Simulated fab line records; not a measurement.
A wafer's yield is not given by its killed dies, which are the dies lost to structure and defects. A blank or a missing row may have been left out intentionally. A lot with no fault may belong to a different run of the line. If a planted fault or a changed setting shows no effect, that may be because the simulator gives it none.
A lot that was struck, set against a sound lot | flow sky130 | 25 steps out of a route of 708
Sound: wafers L768.1, L768.2, L768.6. Struck: wafer L782.1 (L782.2, L782.3, from the same lot, were not struck and are left out); the cause is given at the end.
At each step with rows: each side's tool, then ch and its chambers, then its first start. Under that, the readings that differ: sound wafers | struck wafers | difference of the means | sigmas: that difference in standard deviations of wafers without a fault.
alike: readings with means less than 2 such deviations apart, plus words and numbers identical on both sides. not compared: withheld readings, readings lacking a value on some wafer, bounds such as >300 that could conceal the same value, and numbers that have no deviation in the record and whose values overlap.
The two part at a step that has a row with sigmas, a row that says differs or no value, or rows on one side only. Non-overlapping numbers with no deviation appear without sigmas and do not part them. A reading missing from all wafers of one side parts the sides only when that side holds two or more wafers.

first, 1 step without rows for these wafers: SKY_VIA2_SPUTTER_20 (material TiN, target thk 20 nm, time 80 s).
SKY_VIA2_CVD_21: deposits W, target thk 420 nm, time 126.4 s.
  sound on cvd w-01 ch 0,1, day 38 09:25; struck on cvd w-02 ch 1, day 42 07:04
  alike: heater power w
SKY_VIA2_RS_MEAS_22: measures by four-point-probe.
  sound on film metro-01 at day 38 09:33; struck on film metro-02 at day 42 07:11
  alike: VIA2_W_RS
SKY_VIA2_THK_MEAS_23: measures by xrf.
  sound on film metro-01 at day 38 09:40; struck on film metro-02 at day 42 07:19
  reading         | sound       | struck | difference | sigmas
  VIA2_W_THK (nm) | 422 413 419 | 405    | -13        | -2
SKY_VIA2_CMP_24: polishes, stops on SiO2, t overpolish 20 s, target thk 0 nm.
  sound on cmp-01 ch 0,3, day 38 09:44; struck on cmp-01 ch 2, day 42 07:23
  alike: motor current A, overpolish run s, time to endpoint s
then, 1 step without rows for these wafers: SKY_METAL3_SPUTTER_00 (material Ti, target thk 15 nm, time 10 s).
SKY_METAL3_SPUTTER_01: material TiN, target thk 20 nm, time 16.7 s.
  sound on pvd sputter-03 at day 38 10:03; struck on pvd sputter-03 at day 42 07:43
  alike: cathode dc power W, throttle valve pct
then, 2 steps without rows for these wafers: SKY_METAL3_SPUTTER_02 (material AlCu, target thk 735 nm, time 39.1 s); SKY_METAL3_SPUTTER_03 (material Ti, target thk 5 nm, time 3.3 s).
SKY_METAL3_SPUTTER_04: material TiN, target thk 70 nm, time 58.3 s.
  sound on pvd sputter-03 at day 38 10:08; struck on pvd sputter-03 at day 42 07:47
  alike: cathode dc power W, throttle valve pct
SKY_CAPM_CVD_00: deposits SiO2, target thk 15.5 nm.
  sound on pecvd-01 ch 0,1,2, day 38 10:11; struck on pecvd-01 ch 0, day 42 07:50
  alike: heater power w
SKY_CAPM_THK_MEAS_01:
  sound on film metro-03 at day 38 10:12; struck on film metro-01 at day 42 07:52
  alike: CAPM_CVD_00_THK
SKY_CAPM_SPUTTER_02: material TiN, target thk 200 nm, time 166.7 s.
  sound on pvd sputter-01 at day 38 10:16; struck on pvd sputter-02 at day 42 07:55
  alike: cathode dc power W, throttle valve pct
SKY_CAPM_RS_MEAS_03: measures by four-point-probe.
  sound on film metro-01 at day 38 10:22; struck on film metro-04 at day 42 08:02
  reading              | sound          | struck | difference | sigmas
  CAPM_TIN_RS (ohm/sq) | 6.80 6.90 6.82 | 7.24   | +0.40      | +4
SKY_CAPM_THK_MEAS_04: measures by xrf.
  sound on film metro-01 at day 38 10:29; struck on film metro-04 at day 42 08:09
  alike: CAPM_TIN_THK
then, 7 steps without rows for these wafers: SKY_CAPM_DEHYDRATE_05 (time 60 s); SKY_CAPM_HMDS_06 (prime time 60 s); SKY_CAPM_COAT_07 (resist thk 1140 nm); SKY_CAPM_SOFTBAKE_08 (time 60 s); SKY_CAPM_EXPOSE_09 (exposes mask CAPM, target cd 1000 nm); SKY_CAPM_PEB_10; SKY_CAPM_DEVELOP_11 (develop time 60 s).
SKY_CAPM_OVL_MEAS_12:
  sound on overlay-02 at day 39 10:56; struck on overlay-01 at day 43 07:08
  alike: CAPM_OVL
SKY_CAPM_METAL_ETCH_13: etches TiN in Cl2/BCl3, stops on SiO2, target depth 220 nm, time 62.9 s.
  sound on rie metal-03 ch 0,1, day 39 10:59; struck on rie metal-04 ch 1, day 43 07:11
  reading                | sound                | struck | difference | sigmas
  oes product au (a.u.)  | 0.958 0.948 0.953    | 0.920  | -0.033     | -4
  throttle valve pct (%) | 21.895 21.880 21.898 | 21.926 | +0.035     | +4
  alike: bias w, drypump motor current A
  not compared: rf hours counter h
then, 1 step without rows for these wafers: SKY_CAPM_STRIP_14 (strips in O2/N2).

## WHERE THEY PART
Last at SKY_CAPM_METAL_ETCH_13 as far as this record goes, first at SKY_VIA2_THK_MEAS_23.

WHY: whatever the simulator had introduced
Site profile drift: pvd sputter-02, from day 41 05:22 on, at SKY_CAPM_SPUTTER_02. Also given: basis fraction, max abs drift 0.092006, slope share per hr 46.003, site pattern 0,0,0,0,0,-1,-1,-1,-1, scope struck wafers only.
